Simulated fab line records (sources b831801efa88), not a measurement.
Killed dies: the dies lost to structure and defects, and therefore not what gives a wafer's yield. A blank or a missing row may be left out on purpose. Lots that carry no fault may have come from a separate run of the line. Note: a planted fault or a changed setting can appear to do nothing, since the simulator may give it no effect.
fab line records + flow sfq-line
record
- lots=5
- wafers=15
- last-day=91
route steps=325 shown M0@32 I0@43 M1@58
lots that met no fault: from a run of the same line without faults
start-h: the number of hours between the record's first day and the start of the first shown wafer of the lot + wait-h: hours since the lot's step before + " unchanged from the row above + L1.1+2: one row covering several wafers at once + - no value present, or no start provided + * or withheld: withheld + < > ~ a bound
route shown NAME@n: NAME is a module with steps in the file, n the number in the route of the first one + usual: average and standard deviation across the fault-free wafers + same: alike in all rows + chamber/n: place in a boat + sites: per-site readings + _std_site: the values' standard deviation + _edge_site: the outer-site mean with the inner-site mean subtracted + radius-mm: for every site, how far away it sits from the centre of the wafer + mask NAME#n: copy n + behind: tool/chamber where the wafer was last shaped + hold: reason for holding the lot/hours on hold/outcome of the hold + device: the n, p or np transistor that did not switch + end of line: tests of these same wafers at the route's end + step lacking rows: just its recipe + killed: dies that structure and defects cost at the first sort, which is not the same as the wafer's yield + map: dies across one wafer; x = killed, . = not, _ = none there
set.NAME: the run value of the setting; set.NAME@STEP: its run value at that earlier step + model.NAME: the simulator's own value behind a step, which no gauge read
lots seen at some steps along the route; tables by step, rows by wafer
services: when a tool's chamber went out of use (start-h, in hours from the record's first day, below 0 if earlier), for how many hours, and the reason
## steps
# step SFQ_TRILAYER_M0_LITHO_COAT_026
# recipe
- resist=BARC
- spin-rpm=3000
- resist-thk-nm=62
# step SFQ_TRILAYER_M0_LITHO_COAT_021
# recipe
- resist=KrF
- spin-rpm=3000
- resist-thk-nm=600
# step SFQ_TRILAYER_M0_LITHO_SOFTBAKE_025
# recipe
- temp-c=withheld
- time-s=withheld
- resist=KrF
# step SFQ_TRILAYER_M0_LITHO_EXPOSE_022
# recipe
- mask-id=M0
- na=0.6
- source-shape=conventional
- sigma-outer=0.65
- target-cd-nm=500
- dose-mj=14.4
# step SFQ_TRILAYER_M0_LITHO_PEB_024
# recipe
- peb-temp-c=115
- peb-time-s=60
- resist=KrF
# step SFQ_TRILAYER_M0_LITHO_DEVELOP_023
# recipe
- time-s=60
- resist=KrF
# step SFQ_M0_OVL_MEAS_906
# usual
- M0_OVL=-1/4.1
| lot.wafer | tool       | chamber | start-h | wait-h | M0_OVL[nm] |
|-----------|------------|---------|---------|--------|------------|
| L787.2    | overlay-02 | -       | 293.80  | 0.1    | 7          |
| L787.4    | "          | -       | "       | "      | 5          |
| L787.5    | "          | -       | "       | "      | 0          |
| L789.1    | overlay-01 | -       | 305.79  | 0.1    | -3         |
| L789.2    | "          | -       | "       | "      | -1         |
| L789.4    | "          | -       | "       | "      | -3         |
| L794.1    | overlay-02 | -       | 327.18  | 0.1    | 10         |
| L794.5    | "          | -       | "       | "      | 5          |
| L794.6    | "          | -       | "       | "      | 1          |
| L795.2    | overlay-01 | -       | 328.39  | 0.1    | 6          |
| L795.3    | "          | -       | "       | "      | 5          |
| L795.4    | "          | -       | "       | "      | 6          |
| L800.2    | overlay-02 | -       | 406.39  | 0.1    | 5          |
| L800.3    | "          | -       | "       | "      | 2          |
| L800.4    | "          | -       | "       | "      | 2          |
# step SFQ_TRILAYER_M0_BARC_OPEN_METAL_ETCH_031
# recipe
- mask-material=PR
- chemistry=O2
- target-depth-nm=125
- target=BARC
- icp-w=600
- bias-w=80
- pressure-mtorr=10
- time-s=41.7
# usual
- bias-w=80.00/0.26
- drypump-motor-current-A=6.1/0.41
- oes-product-au=0.685/0.0042
| lot.wafer | tool         | chamber | start-h | wait-h | bias-w | drypump-motor-current-A | oes-product-au | rf-hours-counter-h |
|-----------|--------------|---------|---------|--------|--------|-------------------------|----------------|--------------------|
| L787.2    | rie-metal-04 | 1       | 293.83  | 0.0    | 79.83  | 6.6                     | 0.685          | 144                |
| L787.4    | "            | 0       | "       | "      | 80.33  | 6.5                     | 0.689          | -                  |
| L787.5    | "            | 1       | "       | "      | 79.79  | 6.6                     | 0.690          | -                  |
| L789.1    | rie-metal-03 | 1       | 305.83  | 0.0    | 79.98  | 6.1                     | 0.682          | 18                 |
| L789.2    | "            | 0       | "       | "      | 79.98  | 6.4                     | 0.679          | 32                 |
| L789.4    | "            | 0       | "       | "      | 79.86  | 6.4                     | 0.681          | -                  |
| L794.1    | rie-metal-03 | 0       | 327.22  | 0.0    | 79.87  | 6.3                     | 0.688          | 35                 |
| L794.5    | "            | 0       | "       | "      | 80.06  | 6.4                     | 0.686          | -                  |
| L794.6    | "            | 1       | "       | "      | 80.42  | 6.0                     | 0.690          | -                  |
| L795.2    | rie-metal-01 | 0       | 328.42  | 0.0    | 80.31  | 5.3                     | 0.682          | 132                |
| L795.3    | "            | 0       | "       | "      | 80.06  | 5.4                     | 0.693          | -                  |
| L795.4    | "            | 1       | "       | "      | 80.10  | 5.6                     | 0.688          | -                  |
| L800.2    | rie-metal-01 | 1       | 406.42  | 0.0    | 80.41  | 5.6                     | 0.686          | 51                 |
| L800.3    | "            | 1       | "       | "      | 80.07  | 5.6                     | 0.688          | -                  |
| L800.4    | "            | 0       | "       | "      | 80.10  | 5.4                     | 0.684          | -                  |
# step SFQ_TRILAYER_M0_ETCH_METAL_ETCH_024
# recipe
- target=Nb
- stop-on=SiO2
- mask-material=PR
- chemistry=Cl2/Ar
- target-depth-nm=240
- icp-w=600
- bias-w=80
- pressure-mtorr=10
- time-s=120
# usual
- bias-w=79.98/0.24
- drypump-motor-current-A=6.1/0.41
- oes-product-au=0.895/0.0068
| lot.wafer | tool         | chamber | start-h | wait-h | bias-w | drypump-motor-current-A | oes-product-au | rf-hours-counter-h |
|-----------|--------------|---------|---------|--------|--------|-------------------------|----------------|--------------------|
| L787.2    | rie-metal-04 | 1       | 293.89  | 0.0    | 79.92  | 6.6                     | 0.898          | 144                |
| L787.4    | "            | 0       | "       | "      | 79.44  | 6.4                     | 0.898          | -                  |
| L787.5    | "            | 1       | "       | "      | 80.15  | 6.6                     | 0.911          | -                  |
| L789.1    | rie-metal-03 | 1       | 305.89  | 0.0    | 79.97  | 6.0                     | 0.898          | 18                 |
| L789.2    | "            | 0       | "       | "      | 80.00  | 6.3                     | 0.886          | 32                 |
| L789.4    | "            | 0       | "       | "      | 80.03  | 6.3                     | 0.903          | -                  |
| L794.1    | rie-metal-03 | 0       | 327.28  | 0.0    | 79.52  | 6.4                     | 0.906          | 35                 |
| L794.5    | "            | 0       | "       | "      | 79.54  | 6.3                     | 0.901          | -                  |
| L794.6    | "            | 1       | "       | "      | 80.00  | 6.0                     | 0.898          | -                  |
| L795.2    | rie-metal-01 | 0       | 328.48  | 0.0    | 80.35  | 5.4                     | 0.881          | 132                |
| L795.3    | "            | 0       | "       | "      | 79.96  | 5.4                     | 0.889          | -                  |
| L795.4    | "            | 1       | "       | "      | 80.43  | 5.6                     | 0.893          | -                  |
| L800.2    | rie-metal-01 | 1       | 406.48  | 0.0    | 79.91  | 5.6                     | 0.895          | 51                 |
| L800.3    | "            | 1       | "       | "      | 79.50  | 5.6                     | 0.894          | -                  |
| L800.4    | "            | 0       | "       | "      | 80.13  | 5.4                     | 0.894          | -                  |
# step SFQ_TRILAYER_M0_STRIP_STRIP_025
# recipe
- gas=O2
- power-w=200
- platen-temp-c=40
- overash-fraction=0.65
- chemistry=O2
- pressure-mtorr=50
# usual
- drypump-motor-current-A=6.1/0.41
- oes-product-au=1.001/0.0076
# same
- overash-fraction=0.65
| lot.wafer | tool         | chamber | start-h | wait-h | drypump-motor-current-A | oes-product-au | rf-hours-counter-h |
|-----------|--------------|---------|---------|--------|-------------------------|----------------|--------------------|
| L787.2    | rie-metal-04 | 1       | 294.01  | 0.1    | 6.6                     | 0.989          | 144                |
| L787.4    | "            | 0       | "       | "      | 6.4                     | 1.010          | -                  |
| L787.5    | "            | 1       | "       | "      | 6.6                     | 0.986          | -                  |
| L789.1    | rie-metal-03 | 1       | 306.01  | 0.1    | 6.1                     | 1.011          | 18                 |
| L789.2    | "            | 0       | "       | "      | 6.4                     | 1.001          | 32                 |
| L789.4    | "            | 0       | "       | "      | 6.4                     | 1.002          | -                  |
| L794.1    | rie-metal-03 | 0       | 327.41  | 0.1    | 6.4                     | 0.994          | 35                 |
| L794.5    | "            | 0       | "       | "      | 6.3                     | 0.994          | -                  |
| L794.6    | "            | 1       | "       | "      | 6.1                     | 1.012          | -                  |
| L795.2    | rie-metal-01 | 0       | 328.61  | 0.1    | 5.4                     | 0.994          | 132                |
| L795.3    | "            | 0       | "       | "      | 5.4                     | 0.999          | -                  |
| L795.4    | "            | 1       | "       | "      | 5.6                     | 0.987          | -                  |
| L800.2    | rie-metal-01 | 1       | 406.61  | 0.1    | 5.6                     | 1.000          | 51                 |
| L800.3    | "            | 1       | "       | "      | 5.6                     | 0.989          | -                  |
| L800.4    | "            | 0       | "       | "      | 5.4                     | 0.987          | -                  |
# step SFQ_TRILAYER_M0_STRIP_SOLV_CLEAN_026
# recipe
- chemistry=NMP
- temp-c=70
- time-s=600
# step SFQ_TRILAYER_I0_DEP_PECVD_027
# recipe
- material=SiO2
- temp-c=150
- time-s=111.11
- pressure-torr=2.4
- rf-w=183.3
- precursor=SiH4/N2O
- target-thk-nm=500
# step SFQ_TRILAYER_I0_CMP_CMP_028
# recipe
- material=SiO2
- down-force-psi=3
- platen-rpm=60
- pad-velocity-m-s=0.94248
# usual
- motor-current-A=9.8/0.86
- slurry-flow-ml-min=150.1/0.49
- time-to-endpoint-s=214/7
| lot.wafer | tool   | chamber | start-h | wait-h | motor-current-A | slurry-flow-ml-min | time-to-endpoint-s | model.SiO2_of_TRILAYER_I0_DEP_PECVD_027.thk-nm |
|-----------|--------|---------|---------|--------|-----------------|--------------------|--------------------|------------------------------------------------|
| L787.2    | cmp-01 | 0       | 300.50  | 5.7    | 7.8             | 149.7              | 226                | 198.6                                          |
| L787.4    | "      | 2       | 301.50  | 6.6    | 9.8             | 150.6              | 236                | 198.5                                          |
| L787.5    | "      | 1       | 303.00  | 8.1    | 8.6             | 149.8              | 232                | 200.4                                          |
| L789.1    | cmp-02 | 1       | 314.03  | 7.2    | 10.5            | 150.9              | 200                | 198.1                                          |
| L789.2    | "      | 2       | "       | "      | 9.7             | 149.9              | 209                | 198.7                                          |
| L789.4    | "      | 3       | "       | "      | 11.4            | 150.0              | 223                | 200.2                                          |
| L794.1    | cmp-01 | 1       | 336.88  | 8.7    | 8.7             | 150.7              | 215                | 200.5                                          |
| L794.6    | "      | 3       | 337.88  | 9.6    | 9.9             | 149.9              | 215                | 200.1                                          |
| L794.5    | "      | 0       | "       | "      | 8.3             | 150.3              | 220                | 200.6                                          |
| L795.4    | cmp-02 | 1       | 337.72  | 8.3    | 10.5            | 150.2              | 218                | 199.2                                          |
| L795.2    | "      | 2       | "       | "      | 9.7             | 150.3              | 205                | 199.7                                          |
| L795.3    | "      | 0       | 339.22  | 9.8    | 10.1            | 149.8              | 214                | 201.1                                          |
| L800.3    | cmp-02 | 1       | 409.57  | 2.1    | 10.7            | 150.3              | 219                | 199.3                                          |
| L800.2    | "      | 2       | "       | "      | 9.6             | 150.8              | 213                | 200.8                                          |
| L800.4    | "      | 3       | "       | "      | 11.7            | 150.6              | 212                | 215.5                                          |
# step SFQ_I0_BOW_MEAS_907
# recipe
- mode=bow
# usual
- I0_BOW=0/7
| lot.wafer | tool          | chamber | start-h | wait-h | I0_BOW[um] |
|-----------|---------------|---------|---------|--------|------------|
| L787.2    | film-metro-04 | -       | 303.52  | 2.5    | 12         |
| L787.4    | "             | -       | "       | "      | -14        |
| L787.5    | "             | -       | "       | "      | 0          |
| L789.1    | film-metro-04 | -       | 317.03  | 2.5    | -2         |
| L789.2    | "             | -       | "       | "      | 1          |
| L789.4    | "             | -       | "       | "      | -1         |
| L794.1    | film-metro-01 | -       | 338.88  | 1.5    | 9          |
| L794.5    | "             | -       | "       | "      | -7         |
| L794.6    | "             | -       | "       | "      | 6          |
| L795.2    | film-metro-04 | -       | 340.74  | 2.0    | -2         |
| L795.3    | "             | -       | "       | "      | -11        |
| L795.4    | "             | -       | "       | "      | -2         |
| L800.2    | film-metro-02 | -       | 412.59  | 2.0    | 14         |
| L800.3    | "             | -       | "       | "      | -5         |
| L800.4    | "             | -       | "       | "      | -7         |
| L800.2    | film-metro-02 | -       | 413.91  | 1.3    | -          |
| L800.3    | "             | -       | "       | "      | -          |
| L800.4    | "             | -       | "       | "      | -          |
# step SFQ_TRILAYER_I0_METRO_MEASURE_029
# usual
- thk-nm=199.7/0.89
| lot.wafer | tool          | chamber | start-h | wait-h | thk-nm |
|-----------|---------------|---------|---------|--------|--------|
| L787.2    | film-metro-04 | -       | 303.82  | 0.3    | 198.6  |
| L787.4    | "             | -       | "       | "      | 198.6  |
| L787.5    | "             | -       | "       | "      | 200.5  |
| L789.1    | film-metro-04 | -       | 317.15  | 0.1    | 198.3  |
| L789.2    | "             | -       | "       | "      | 198.8  |
| L789.4    | "             | -       | "       | "      | 200.2  |
| L794.1    | film-metro-01 | -       | 339.00  | 0.1    | 200.7  |
| L794.5    | "             | -       | "       | "      | 200.6  |
| L794.6    | "             | -       | "       | "      | 200.1  |
| L795.2    | film-metro-04 | -       | 341.04  | 0.3    | 199.8  |
| L795.3    | "             | -       | "       | "      | 201.2  |
| L795.4    | "             | -       | "       | "      | 199.3  |
| L800.2    | film-metro-02 | -       | 417.49  | 3.6    | 200.8  |
| L800.3    | "             | -       | "       | "      | 199.2  |
| L800.4    | "             | -       | "       | "      | 215.4  |
| L800.2    | film-metro-02 | -       | 418.86  | 1.2    | 200.9  |
| L800.3    | "             | -       | "       | "      | 199.3  |
| L800.4    | "             | -       | "       | "      | 215.6  |
# step SFQ_TRILAYER_I0_VIA_LITHO_COAT_036
# recipe
- resist=BARC
- spin-rpm=3000
- resist-thk-nm=62
# step SFQ_TRILAYER_I0_VIA_LITHO_COAT_031
# recipe
- resist=KrF
- spin-rpm=3000
- resist-thk-nm=650
# step SFQ_TRILAYER_I0_VIA_LITHO_SOFTBAKE_035
# recipe
- temp-c=withheld
- time-s=withheld
- resist=KrF
# step SFQ_TRILAYER_I0_VIA_LITHO_EXPOSE_032
# recipe
- mask-id=I0
- na=0.6
- source-shape=conventional
- sigma-outer=0.65
- target-cd-nm=500
- dose-mj=21.3
# step SFQ_TRILAYER_I0_VIA_LITHO_PEB_034
# recipe
- peb-temp-c=115
- peb-time-s=60
- resist=KrF
# step SFQ_TRILAYER_I0_VIA_LITHO_DEVELOP_033
# recipe
- time-s=60
- resist=KrF
# step SFQ_I0_OVL_MEAS_908
# usual
- I0_OVL=-1/4.7
| lot.wafer | tool       | chamber | start-h | wait-h | I0_OVL[nm] |
|-----------|------------|---------|---------|--------|------------|
| L787.2    | overlay-01 | -       | 434.12  | 0.1    | -4         |
| L787.4    | "          | -       | "       | "      | -11        |
| L787.5    | "          | -       | "       | "      | 0          |
| L789.1    | overlay-02 | -       | 450.91  | 0.1    | -1         |
| L789.2    | "          | -       | "       | "      | -4         |
| L789.4    | "          | -       | "       | "      | -5         |
| L794.1    | overlay-01 | -       | 478.80  | 0.1    | -1         |
| L794.5    | "          | -       | "       | "      | -4         |
| L794.6    | "          | -       | "       | "      | 0          |
| L795.2    | overlay-02 | -       | 481.33  | 0.1    | -8         |
| L795.3    | "          | -       | "       | "      | -2         |
| L795.4    | "          | -       | "       | "      | -13        |
| L800.2    | overlay-01 | -       | 566.19  | 0.1    | 1          |
| L800.3    | "          | -       | "       | "      | -4         |
| L800.4    | "          | -       | "       | "      | -6         |
# step SFQ_TRILAYER_I0_VIA_BARC_OPEN_VIA_ETCH_046
# recipe
- mask-material=PR
- chemistry=O2
- target-depth-nm=125
- target=BARC
- source-w=500
- bias-w=80
- pressure-mtorr=30
- time-s=41.7
# step SFQ_TRILAYER_I0_VIA_ETCH_VIA_ETCH_034
# recipe
- target=SiO2
- stop-on=Nb
- mask-material=PR
- taper-deg=20
- chemistry=CHF3
- target-depth-nm=260
- source-w=500
- bias-w=80
- pressure-mtorr=30
- time-s=withheld
# usual
- bias-w=80.04/0.25
- drypump-motor-current-A=5.7/0.34
- oes-product-au=0.854/0.0051
| lot.wafer | tool        | chamber | start-h | wait-h | bias-w | drypump-motor-current-A | oes-product-au | model.I0.feature-depth-nm | model.etch.depth-nm |
|-----------|-------------|---------|---------|--------|--------|-------------------------|----------------|---------------------------|---------------------|
| L787.2    | rie-diel-04 | 2       | 434.19  | 0.0    | 80.59  | 5.5                     | 0.855          | 198.6                     | 198.6               |
| L787.4    | "           | 1       | "       | "      | 79.83  | 6.2                     | 0.848          | 198.5                     | 198.5               |
| L787.5    | "           | 0       | "       | "      | 80.12  | 5.4                     | 0.866          | 200.4                     | 200.4               |
| L789.1    | rie-diel-04 | 2       | 450.99  | 0.0    | 79.99  | 5.5                     | 0.850          | 198.1                     | 198.1               |
| L789.2    | "           | 1       | "       | "      | 79.67  | 6.2                     | 0.849          | 198.7                     | 198.7               |
| L789.4    | "           | 0       | "       | "      | 79.64  | 5.5                     | 0.851          | 200.2                     | 200.2               |
| L794.1    | rie-diel-02 | 1       | 478.88  | 0.0    | 79.79  | 5.1                     | 0.844          | 200.5                     | 200.5               |
| L794.5    | "           | 0       | "       | "      | 80.03  | 5.9                     | 0.861          | 200.6                     | 200.6               |
| L794.6    | "           | 1       | "       | "      | 80.20  | 5.2                     | 0.856          | 200.1                     | 200.1               |
| L795.2    | rie-diel-04 | 0       | 481.40  | 0.0    | 80.34  | 5.5                     | 0.853          | 199.7                     | 199.7               |
| L795.3    | "           | 3       | "       | "      | 80.04  | 5.9                     | 0.861          | 201.1                     | 201.1               |
| L795.4    | "           | 2       | "       | "      | 79.35  | 5.5                     | 0.862          | 199.2                     | 199.2               |
| L800.2    | rie-diel-02 | 2       | 566.26  | 0.0    | 79.56  | 5.9                     | 0.856          | 200.8                     | 200.8               |
| L800.3    | "           | 1       | "       | "      | 79.62  | 5.2                     | 0.858          | 199.3                     | 199.3               |
| L800.4    | "           | 0       | "       | "      | 80.37  | 5.9                     | 0.892          | 215.5                     | 215.5               |
# step SFQ_TRILAYER_I0_VIA_STRIP_STRIP_035
# recipe
- gas=O2
- power-w=200
- platen-temp-c=40
- overash-fraction=0.65
- chemistry=O2
- pressure-mtorr=50
# usual
- drypump-motor-current-A=6.2/0.33
- oes-product-au=1.001/0.0066
# same
- overash-fraction=0.65
| lot.wafer | tool         | chamber | start-h | wait-h | drypump-motor-current-A | oes-product-au | rf-hours-counter-h |
|-----------|--------------|---------|---------|--------|-------------------------|----------------|--------------------|
| L787.2    | rie-metal-04 | 0       | 434.30  | -      | 6.5                     | 1.005          | 152                |
| L787.4    | "            | 0       | "       | "      | 6.5                     | 1.010          | -                  |
| L787.5    | "            | 1       | "       | "      | 6.6                     | 0.995          | -                  |
| L789.1    | rie-metal-04 | 0       | 451.10  | -      | 6.5                     | 1.011          | 156                |
| L789.2    | "            | 0       | "       | "      | 6.5                     | 1.000          | -                  |
| L789.4    | "            | 0       | "       | "      | 6.5                     | 0.997          | -                  |
| L794.1    | rie-metal-04 | 1       | 478.99  | -      | 6.7                     | 0.991          | 3                  |
| L794.5    | "            | 1       | "       | "      | 6.6                     | 0.985          | -                  |
| L794.6    | "            | 1       | "       | "      | 6.6                     | 0.998          | -                  |
| L795.2    | rie-metal-02 | 0       | 481.51  | -      | 6.1                     | 1.000          | 61                 |
| L795.3    | "            | 0       | "       | "      | 6.0                     | 1.003          | -                  |
| L795.4    | "            | 1       | "       | "      | 5.6                     | 0.993          | -                  |
| L800.2    | rie-metal-02 | 0       | 566.37  | -      | 6.1                     | 1.009          | 72                 |
| L800.3    | "            | 0       | "       | "      | 6.1                     | 0.993          | -                  |
| L800.4    | "            | 1       | "       | "      | 5.6                     | 1.005          | -                  |
# step SFQ_TRILAYER_I0_VIA_STRIP_SOLV_CLEAN_036
# recipe
- chemistry=NMP
- temp-c=70
- time-s=600
# step SFQ_TRILAYER_M1_DEP_PRE_CLEAN_038
# recipe
- gas=Ar
- time-s=22.5
- bias-v=250
| lot.wafer | tool           | chamber | start-h | wait-h | model.SiO2_of_TRILAYER_I0_DEP_PECVD_027.thk-nm |
|-----------|----------------|---------|---------|--------|------------------------------------------------|
| L787.2    | pvd-sputter-03 | -       | 435.07  | 0.0    | 191.1                                          |
| L787.4    | "              | -       | "       | "      | 191                                            |
| L787.5    | "              | -       | "       | "      | 192.9                                          |
| L789.1    | pvd-sputter-05 | -       | 452.47  | 0.0    | 190.6                                          |
| L789.2    | "              | -       | "       | "      | 191.2                                          |
| L789.4    | "              | -       | "       | "      | 192.7                                          |
| L794.1    | pvd-sputter-03 | -       | 480.36  | 0.0    | 193                                            |
| L794.5    | "              | -       | "       | "      | 193.1                                          |
| L794.6    | "              | -       | "       | "      | 192.6                                          |
| L795.2    | pvd-sputter-05 | -       | 482.29  | 0.0    | 192.2                                          |
| L795.3    | "              | -       | "       | "      | 193.6                                          |
| L795.4    | "              | -       | "       | "      | 191.7                                          |
| L800.2    | pvd-sputter-03 | -       | 567.15  | 0.0    | 193.3                                          |
| L800.3    | "              | -       | "       | "      | 191.8                                          |
| L800.4    | "              | -       | "       | "      | 208                                            |
# step SFQ_TRILAYER_M1_DEP_SPUTTER_037
# recipe
- material=Nb
- base-pressure-pa=1.33e-06
- chamber-pressure-pa=0.1333
- substrate-temp-c=20
- resputter-cathode-voltage-v=400
- target-thk-nm=200
- power-w=2000
- time-s=133.3
# usual
- throttle-valve-pct=30.1/0.99
| lot.wafer | tool           | chamber | start-h | wait-h | throttle-valve-pct |
|-----------|----------------|---------|---------|--------|--------------------|
| L787.2    | pvd-sputter-03 | -       | 435.10  | 0.0    | 31.0               |
| L787.4    | "              | -       | "       | "      | 31.3               |
| L787.5    | "              | -       | "       | "      | 31.9               |
| L789.1    | pvd-sputter-05 | -       | 452.50  | 0.0    | 29.8               |
| L789.2    | "              | -       | "       | "      | 29.1               |
| L789.4    | "              | -       | "       | "      | 29.2               |
| L794.1    | pvd-sputter-03 | -       | 480.39  | 0.0    | 29.6               |
| L794.5    | "              | -       | "       | "      | 29.9               |
| L794.6    | "              | -       | "       | "      | 29.1               |
| L795.2    | pvd-sputter-05 | -       | 482.32  | 0.0    | 29.6               |
| L795.3    | "              | -       | "       | "      | 30.2               |
| L795.4    | "              | -       | "       | "      | 29.1               |
| L800.2    | pvd-sputter-03 | -       | 567.18  | 0.0    | 30.1               |
| L800.3    | "              | -       | "       | "      | 31.6               |
| L800.4    | "              | -       | "       | "      | 31.7               |
## services
| tool           | chamber | start-h | hours | kind   |
|----------------|---------|---------|-------|--------|
| rie-metal-04   | 0       | 294.62  | 6.7   | repair |
| cmp-02         | -       | 297.12  | 1.9   | repair |
| film-metro-04  | -       | 306.68  | 1.1   | pm     |
| cmp-02         | -       | 329.03  | 5.7   | pm     |
| pvd-sputter-03 | -       | 338.42  | 1.8   | repair |
| cmp-02         | -       | 349.67  | 0.5   | repair |
| rie-diel-04    | -       | 351.66  | 14.6  | pm     |
| rie-metal-03   | -       | 363.98  | 0.9   | repair |
| film-metro-04  | -       | 364.67  | 0.8   | pm     |
| rie-diel-04    | 0       | 372.87  | 1.3   | repair |
| pvd-sputter-03 | -       | 397.72  | 2.0   | repair |
| rie-diel-04    | -       | 408.88  | 2.8   | pm     |
| cmp-02         | -       | 419.85  | 1.2   | repair |
| rie-diel-04    | 2       | 435.86  | 2.8   | repair |
| pvd-sputter-03 | -       | 450.03  | 4.1   | repair |
| rie-diel-04    | 1       | 458.96  | 11.8  | repair |
| rie-metal-04   | 0       | 478.22  | 4.9   | repair |
| pvd-sputter-03 | -       | 487.64  | 1.0   | repair |
| pvd-sputter-05 | -       | 495.72  | 0.7   | repair |
| rie-metal-03   | -       | 503.94  | 1.2   | repair |
| rie-metal-04   | -       | 506.21  | 0.4   | repair |
| rie-metal-04   | 1       | 548.37  | 21.0  | repair |
| pvd-sputter-03 | -       | 549.10  | 2.4   | repair |
| pvd-sputter-03 | -       | 563.06  | 2.6   | repair |
## key
first-sign
- step=SFQ_I0_BOW_MEAS_907
- reading=visit
- direction=added
effect
- step=SFQ_TRILAYER_I0_METRO_MEASURE_029
- reading=visit
- direction=added
effect
- step=SFQ_TRILAYER_I0_METRO_MEASURE_029
- reading=thk-nm
- direction=up
- sigmas=18
- usual=199.7
- struck=215.4
effect
- step=SFQ_TRILAYER_I0_VIA_ETCH_VIA_ETCH_034
- reading=oes-product-au
- direction=up
- sigmas=7.5
- usual=0.854
- struck=0.892
model-effect
- step=SFQ_TRILAYER_I0_CMP_CMP_028
- value=SiO2_of_TRILAYER_I0_DEP_PECVD_027.thk-nm
- without=200.5
- struck=215.5
model-effect
- step=SFQ_TRILAYER_I0_VIA_ETCH_VIA_ETCH_034
- value=I0.feature-depth-nm
- without=200.5
- struck=215.5
model-effect
- step=SFQ_TRILAYER_M1_DEP_PRE_CLEAN_038
- value=SiO2_of_TRILAYER_I0_DEP_PECVD_027.thk-nm
- without=193
- struck=208
met-at SFQ_TRILAYER_I0_CMP_CMP_028
struck-wafers L800.4
onset-between 337.72 409.57
fault
- kind=process-parameter-drift
- tool=cmp-02
- chamber=-
- onset-h=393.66
- steps=SFQ_TRILAYER_I0_CMP_CMP_028
- channel=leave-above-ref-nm
- offset=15
- shape=step
- end-h=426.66
- scope=struck-wafers-only
- acts-in=these-recipes-only
- stated=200
